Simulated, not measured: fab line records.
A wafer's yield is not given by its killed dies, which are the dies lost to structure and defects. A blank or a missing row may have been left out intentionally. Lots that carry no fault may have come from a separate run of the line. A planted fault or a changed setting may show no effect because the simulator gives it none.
Struck lot and sound lot, side by side + flow gf180mcu + 23 out of 602 route steps
Sound: wafers L725.3, L725.4, L725.6. Struck: wafers L734.2, L734.3, L734.5. The cause is given at the end.
Per side, at each step with rows, come the tool, then ch with its chambers, and then its first start. Under that, the readings that differ: sound wafers + struck wafers + difference of the means + sigmas: that difference in standard deviations of wafers without a fault.
alike: readings with means less than 2 such deviations apart, plus words and numbers identical on both sides. not compared: withheld readings, readings lacking a value on some wafer, bounds such as >300 that could conceal the same value, and numbers that have no deviation in the record and whose values overlap.
The two part at a step that has a row with sigmas, a row that says differs or no value, or rows on one side only. Non-overlapping numbers with no deviation appear without sigmas and do not part them. A reading that every wafer of one side lacks parts them only if that side has two wafers or more.

first, 1 step without rows for these wafers: GF_POLY_GATE_DEVELOP_09 (develop time 60 s).
GF_POLY_GATE_CD_MEAS_10: the cd target is 280 nm.
  sound on cd-sem-01 at day 11 14:49; struck on cd-sem-02 at day 14 04:55
  alike: cd-nm
GF_POLY_GATE_OVL_MEAS_11:
  sound on overlay-01 at day 11 14:54; struck on overlay-02 at day 14 05:02
| reading            | sound    | struck   | difference | sigmas |
|--------------------|----------|----------|------------|--------|
| POLY_GATE_OVL (nm) | 14 11 12 | -9 -2 -1 | -16        | -3     |
GF_POLY_GATE_ETCH_12: etches BARC in N2/H2.
  sound on rie-diel-02 ch 1,3, day 11 14:55; struck on rie-diel-01 ch 2,3, day 14 05:04
  alike: drypump-motor-current-A, oes-product-au, throttle-valve-pct
GF_POLY_GATE_ETCH_13: etches poly-Si in HBr/Cl2, stops on SiO2, target depth 198.5 nm, time 69.6 s.
  sound on rie-si-02 ch 0,2, day 11 14:58; struck on rie-si-01 ch 0,3, day 14 05:07
  alike: drypump-motor-current-A, oes-product-au, throttle-valve-pct
  not compared: rf-hours-counter-h
GF_POLY_GATE_STRIP_14: strips in O2/N2.
  sound on plasma-asher-04 ch 0,1, day 11 15:04; struck on plasma-asher-02 ch 0,1, day 14 05:10
  alike: drypump-motor-current-A, heater-power-w, oes-product-au
  not compared: rf-hours-counter-h
then, 2 steps without rows for these wafers: GF_POLY_GATE_CLEAN_15 (cleans in SC1/SC2, time 150 s); GF_POLY_GATE_OXIDATION_16 (stabilise 600 s, purge 300 s, target thk 4 nm).
GF_POLY_GATE_THK_MEAS_17:
  sound on film-metro-01 at day 11 16:55; struck on film-metro-01 at day 14 07:28
  alike: POLY_GATE_OXIDATION_THK
GF_POLY_GATE_CD_MEAS_18:
  sound on cd-sem-02 at day 11 17:01; struck on cd-sem-02 at day 14 07:33
  alike: cd-nm
then, 2 steps without rows for these wafers: GF_HV_LDD_DEHYDRATE_00 (time 60 s); GF_HV_LDD_HMDS_01 (prime time 60 s).
GF_HV_LDD_COAT_02: resist thk 1000 nm.
  sound on litho-track-02 ch 0, day 12 02:16; struck on litho-track-03 ch 0, day 14 17:40
| reading                                     | sound                | struck               | difference | sigmas |
|---------------------------------------------|----------------------|----------------------|------------|--------|
| spin-speed-rpm (rpm)                        | 2999.4 3001.1 2999.9 | 3148.6 3149.5 3151.3 | +149.7     | +75    |
| model.NOVOLAK_of_HV_LDD_COAT_02.thk-nm (nm) | 994.1 993.2 995.8    | 976 976.3 977.9      | -18        |        |
  alike: resist-line-temp-C
then, 3 steps without rows for these wafers: GF_HV_LDD_SOFTBAKE_03 (time 60 s); GF_HV_LDD_EXPOSE_04 (exposes mask Nplus LV AREA, target cd 400 nm); GF_HV_LDD_PEB_05.
GF_HV_LDD_DEVELOP_06: develop time 60 s.
  sound on litho-track-04 ch 0, day 12 12:06; struck on litho-track-03 ch 0, day 15 04:10
| reading                                     | sound             | struck            | difference | sigmas |
|---------------------------------------------|-------------------|-------------------|------------|--------|
| model.NOVOLAK_of_HV_LDD_COAT_02.thk-nm (nm) | 993.7 992.8 995.3 | 975.5 975.8 977.5 | -17.7      |        |
  alike: resist-line-temp-C
GF_HV_LDD_CD_MEAS_07: the cd target is 400 nm.
  sound on cd-sem-01 at day 12 12:14; struck on cd-sem-01 at day 15 04:19
  alike: cd-nm
GF_HV_LDD_OVL_MEAS_08:
  sound on overlay-02 at day 12 12:20; struck on overlay-02 at day 15 04:25
  alike: HV_LDD_OVL
after that, 1 step had no rows for these wafers: GF_HV_LDD_IMPLANT_09.
GF_HV_LDD_STRIP_10: strips in O2/N2.
  sound on plasma-asher-01 ch 0,1, day 12 12:32; struck on plasma-asher-04 ch 0,1, day 15 04:36
| reading                      | sound             | struck            | difference | sigmas |
|------------------------------|-------------------|-------------------|------------|--------|
| strip-time-to-endpoint-s (s) | 12.57 12.55 12.59 | 12.36 12.36 12.37 | -0.21      | -6     |
  alike: drypump-motor-current-A, heater-power-w, oes-product-au
  not compared: rf-hours-counter-h
GF_HV_LDD_TW_MEAS_11:
  sound on film-metro-02 at day 12 12:38; struck on film-metro-04 at day 15 04:43
| reading   | sound          | struck         | difference | sigmas |
|-----------|----------------|----------------|------------|--------|
| HV_LDD_TW | 2396 2405 2407 | 2472 2461 2462 | +62        | +2     |
GF_PASSIVATION_PROBE_99:
  the record has rows for the sound wafers here (prober-01, day 31 12:52) and none for the struck ones

WHERE THEY PART
First at GF_POLY_GATE_OVL_MEAS_11; last, within this record, at GF_PASSIVATION_PROBE_99.

WHY: what had been put in by the simulator
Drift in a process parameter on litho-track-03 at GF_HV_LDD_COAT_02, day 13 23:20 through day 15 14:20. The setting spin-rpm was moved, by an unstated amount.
